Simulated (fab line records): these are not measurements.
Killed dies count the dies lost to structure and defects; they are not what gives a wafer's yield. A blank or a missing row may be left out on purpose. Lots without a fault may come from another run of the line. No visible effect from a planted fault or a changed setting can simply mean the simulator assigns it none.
2 desks, one fault -- flow gf180mcu -- numbers are kept per desk, each desk with only its own; the story behind them comes last

## THE METROLOGY DESK
Means of the sampled wafers that have a number, per lot and without regard to the tool the lot ran on: this is what the gauges read. Any lot whose mean is over 4 standard deviations away from the usual mean is out of limits and marked OUT; that distance is given in the brackets.
Columns: A = HV_LDD_2_TW at GF_HV_LDD_TW_MEAS_23, usual 1046; B = cd-nm at GF_HV_LDD_CD_MEAS_31, usual 400.5 nm; C = HV_LDD_4_TW at GF_HV_LDD_TW_MEAS_50, usual 567
lot,first seen here,A,B,C
L988,day 11 01:14,1028,399.9,574
L989,day 11 05:46,1064,399.8,555
L990,day 11 13:04,1066,399.3,556
L991,day 12 04:33,1024,398.8,574
L992,day 12 11:33,1059,399.7,573
L996,day 13 12:11,1062,399.4,570
L995,day 13 12:30,1030,400.6,567
L997,day 13 23:35,1061,398.7,570
L999,day 14 15:48,1059,397.2,557
L100,day 14 23:28,1031,402.1,571
L103,day 15 22:20,1024,399.5,554
L105,day 16 15:58,1064,402.0,704 (+16) OUT
L107,day 17 07:59,1061,403.8,681 (+13) OUT
This desk reports L105, L107 out of limits; the earliest was L105 at day 18 16:13 (HV_LDD_4_TW at GF_HV_LDD_TW_MEAS_50). L988, L989, L990, L991, L992, L996, L995, L997, L999, L100, L103: within limits.

## FOR THE TOOL OWNER'S DESK: implanter-02
For each lot that ran on this tool, the mean over its sampled wafers that have a number, from the tool's own readings at GF_HV_LDD_IMPLANT_48. Any lot whose mean is over 4 standard deviations away from the usual mean is out of limits and marked OUT; that distance is given in the brackets.
Columns: A = dose-ions-cm2 at GF_HV_LDD_IMPLANT_48, usual 3e+13; B = faraday-current-uA at GF_HV_LDD_IMPLANT_48, usual 169
lot,first seen here,A,B
L988,day 12 17:28,3e+13,170
L990,day 13 04:11,3e+13,170
L103,day 17 21:28,3e+13,168
L105,day 18 15:59,6e+13 (+99 or more) OUT,321 (+45) OUT
L107,day 19 08:06,6e+13 (+99 or more) OUT,317 (+44) OUT
This desk's finding: out of limits on L105, L107; first on L105, day 18 15:59 (dose-ions-cm2 at GF_HV_LDD_IMPLANT_48). L988, L990, L103: within limits.

## ALL TOGETHER
The tool owner's desk had the chance to raise an alarm at day 18 15:59 on L105, L107.
An alarm was possible from the metrology desk at day 18 16:13, on L105, L107.
Of the lots named, all ran GF_HV_LDD_IMPLANT_48 on implanter-02.

## WHAT THE SIMULATOR HAD PUT IN
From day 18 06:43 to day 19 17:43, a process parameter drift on implanter-02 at GF_HV_LDD_IMPLANT_48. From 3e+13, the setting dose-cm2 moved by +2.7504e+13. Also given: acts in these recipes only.
Struck lots among those shown: L105, L107.
Time in hours from fault onset to the first out-of-limits reading at each desk: tool owner's desk 9, metrology desk 10.
